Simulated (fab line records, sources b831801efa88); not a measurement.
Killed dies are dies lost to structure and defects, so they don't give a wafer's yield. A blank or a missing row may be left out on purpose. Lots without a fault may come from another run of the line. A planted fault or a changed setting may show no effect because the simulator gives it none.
Which tool did it? | flow sky130 | 12 lots, 36 wafers sampled, at 1 step of a route of 708

WHAT THE GAUGES READ, wafer by wafer
SKY_LDD_LDN_OVL_MEAS_07.
lot  | measured     | on         | LDD_LDN_OVL (nm)
L075 | day 22 18:41 | overlay-01 | -1.2 -1.6 -0.7
L079 | day 25 03:49 | overlay-01 | 2.7 2.0 1.7
L078 | day 25 07:04 | overlay-01 | 0.0 -0.6 -0.3
L080 | day 25 11:37 | overlay-02 | 2.2 1.6 2.0
L083 | day 27 08:59 | overlay-01 | 2.5 2.6 0.3
L086 | day 27 10:31 | overlay-01 | 1.8 1.1 1.7
L087 | day 27 14:19 | overlay-01 | -0.4 0.4 0.5
L088 | day 27 21:22 | overlay-01 | 0.6 1.3 -0.6
L091 | day 28 13:19 | overlay-01 | -1.2 -0.2 0.7
L094 | day 29 12:49 | overlay-01 | 1.3 0.1 -0.5
L095 | day 29 17:22 | overlay-01 | 1.7 1.4 2.9
L097 | day 30 10:43 | overlay-02 | 1.6 1.8 1.0

WHICH TOOL RAN EACH LOT (tool, then ch and the chambers of the sampled wafers, then the start)
The record holds no process step before these readings.

THE ANSWER, worked out from the rows above alone
Rule: what is usual is taken from the lots themselves. Put in order of their means at a reading, lots are off if they are a third of the lots or fewer, leave a main group of 4 or more, and stand apart from it by a gap of 3 or more times the standard deviation of the main group's means; of several such gaps the widest counts. A main group whose means are all the same, to the digits that the tables above print for the reading, isn't used. A lot without any number at a reading at which 4 lots or more have one is off too. The other lots that the step has rows for count as sound.
No lot is off at any reading shown: from this, nothing can be told.

WHAT THE SIMULATOR HAD PUT IN
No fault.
